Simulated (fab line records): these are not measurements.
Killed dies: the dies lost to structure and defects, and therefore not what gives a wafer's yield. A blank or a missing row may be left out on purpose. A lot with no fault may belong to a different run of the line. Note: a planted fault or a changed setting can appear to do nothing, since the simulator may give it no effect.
2 desks, one fault / flow sky130 / only its own numbers are on each desk; what lay behind them is given at the end

== METROLOGY DESK ==
What the gauges read, lot by lot, whatever tool the lot ran on: means of the sampled wafers that have a number. Any lot whose mean is over 4 standard deviations away from the usual mean is out of limits and marked OUT; that distance is given in the brackets.
Columns: A = CAP2M_OVL at SKY_CAP2M_OVL_MEAS_12, usual 1.2 nm; B = cd nm at SKY_METAL4_CD_MEAS_13, usual 299.7 nm
lot=L291; first seen here=day 42 03:10; A=0.6; B=301.9
lot=L292; first seen here=day 42 08:13; A=-0.2; B=300.5
lot=L293; first seen here=day 42 11:37; A=1.2; B=300.2
lot=L296; first seen here=day 43 10:40; A=1.0; B=296.9
lot=L298; first seen here=day 44 08:29; A=0.1; B=299.2
lot=L299; first seen here=day 44 10:52; A=0.5; B=298.4
lot=L305; first seen here=day 45 17:46; A=1.1; B=299.5
lot=L306; first seen here=day 46 06:19; A=1.4; B=300.1
lot=L309; first seen here=day 46 15:23; A=1.8; B=296.9
lot=L310; first seen here=day 47 05:25; A=0.8; B=300.8
lot=L312; first seen here=day 47 20:43; A=2.2; B=299.8
lot=L313; first seen here=day 47 21:23; A=1.1; B=298.4
lot=L314; first seen here=day 48 03:52; A=0.2; B=301.6
This desk found nothing out of limits on any of the 13 lots.

== DESK OF THE TOOL OWNER: wet bench-04 ==
The tool's own readings at SKY_METAL4_STRIP_20 (strips in post etch residue remover, time 1200 s): means of the sampled wafers that have a number, for each lot that ran on this tool. Any lot whose mean is over 4 standard deviations away from the usual mean is out of limits and marked OUT; that distance is given in the brackets.
Columns: A = bath guard temp C at SKY_METAL4_STRIP_20, usual 72.5 C; B = bath heat duty pct at SKY_METAL4_STRIP_20, usual 14.7 %
lot=L296; first seen here=day 44 10:50; A=72.3; B=13.9
lot=L298; first seen here=day 45 08:32; A=72.3; B=15.5
lot=L309; first seen here=day 47 13:27; A=72.9; B=14.1
lot=L310; first seen here=day 48 03:53; A=72.3; B=16.2
This desk found nothing out of limits on any of the 4 lots.

== PUT TOGETHER ==
Metrology desk: nothing out of limits seen.
Nothing out of limits was seen by the tool owner's desk.

== WHAT HAD BEEN PUT IN BY THE SIMULATOR ==
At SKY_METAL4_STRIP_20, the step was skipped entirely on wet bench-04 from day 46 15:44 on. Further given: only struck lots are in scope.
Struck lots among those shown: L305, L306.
